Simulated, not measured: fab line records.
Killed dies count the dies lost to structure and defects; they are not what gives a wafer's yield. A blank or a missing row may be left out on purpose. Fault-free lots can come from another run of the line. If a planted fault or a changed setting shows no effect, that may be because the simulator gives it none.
What tool caused it? / flow gf180mcu / Sampling: 12 lots, 36 wafers, 2 of 602 route steps

== WHAT THE GAUGES SHOWED, per wafer ==
GF_M1_OVL_MEAS_15.
lot=L075; measured=day 17 08:36; on=overlay-02; M1_OVL (nm)=1 0 7
lot=L077; measured=day 18 05:54; on=overlay-02; M1_OVL (nm)=2 1 -3
lot=L079; measured=day 19 00:32; on=overlay-02; M1_OVL (nm)=-1 5 -2
lot=L081; measured=day 19 17:38; on=overlay-01; M1_OVL (nm)=10 13 9
lot=L083; measured=day 20 15:14; on=overlay-01; M1_OVL (nm)=12 -1 9
lot=L085; measured=day 20 23:01; on=overlay-01; M1_OVL (nm)=1 3 4
lot=L087; measured=day 21 22:32; on=overlay-01; M1_OVL (nm)=8 3 -3
lot=L089; measured=day 22 19:23; on=overlay-01; M1_OVL (nm)=3 3 4
lot=L091; measured=day 23 16:50; on=overlay-01; M1_OVL (nm)=6 0 -4
lot=L093; measured=day 24 14:32; on=overlay-01; M1_OVL (nm)=0 -6 3
lot=L095; measured=day 24 20:26; on=overlay-01; M1_OVL (nm)=2 9 -4
lot=L097; measured=day 25 10:53; on=overlay-01; M1_OVL (nm)=4 4 0

== EACH LOT AND THE TOOL THAT RAN IT (in order: tool; ch and the chambers of the sampled wafers; start) ==
lot=L075; GF_CONTACT_SPUTTER_23=pvd_sputter-03, day 16 09:15
lot=L077; GF_CONTACT_SPUTTER_23=pvd_sputter-04, day 17 05:16
lot=L079; GF_CONTACT_SPUTTER_23=pvd_sputter-04, day 17 20:25
lot=L081; GF_CONTACT_SPUTTER_23=pvd_sputter-01, day 18 16:15
lot=L083; GF_CONTACT_SPUTTER_23=pvd_sputter-01, day 19 14:11
lot=L085; GF_CONTACT_SPUTTER_23=pvd_sputter-03, day 19 21:41
lot=L087; GF_CONTACT_SPUTTER_23=pvd_sputter-01, day 20 21:24
lot=L089; GF_CONTACT_SPUTTER_23=pvd_sputter-04, day 21 18:49
lot=L091; GF_CONTACT_SPUTTER_23=pvd_sputter-01, day 22 17:11
lot=L093; GF_CONTACT_SPUTTER_23=pvd_sputter-04, day 23 15:11
lot=L095; GF_CONTACT_SPUTTER_23=pvd_sputter-01, day 23 21:23
lot=L097; GF_CONTACT_SPUTTER_23=pvd_sputter-04, day 24 12:23
- GF_CONTACT_SPUTTER_23: material TiN, target thk 10 nm, time 40 s.

== THE ANSWER, worked out from the rows above alone ==
Rule: the usual values come from the lots themselves. The widest of any qualifying gaps counts: lots, ordered by their means at a reading, are off when they make up no more than a third of the lots, leave a main group of 4 or more, and stand apart from it by 3 or more times the standard deviation of that group's means. A main group is skipped when, at the precision printed for the reading in the tables above, its means are all equal. Also off: a lot with no number at a reading for which 4 or more lots have one. All remaining lots with rows at the step are treated as sound.
No lot is off at any reading shown: from this, nothing can be told.

== WHAT THE SIMULATOR PUT IN ==
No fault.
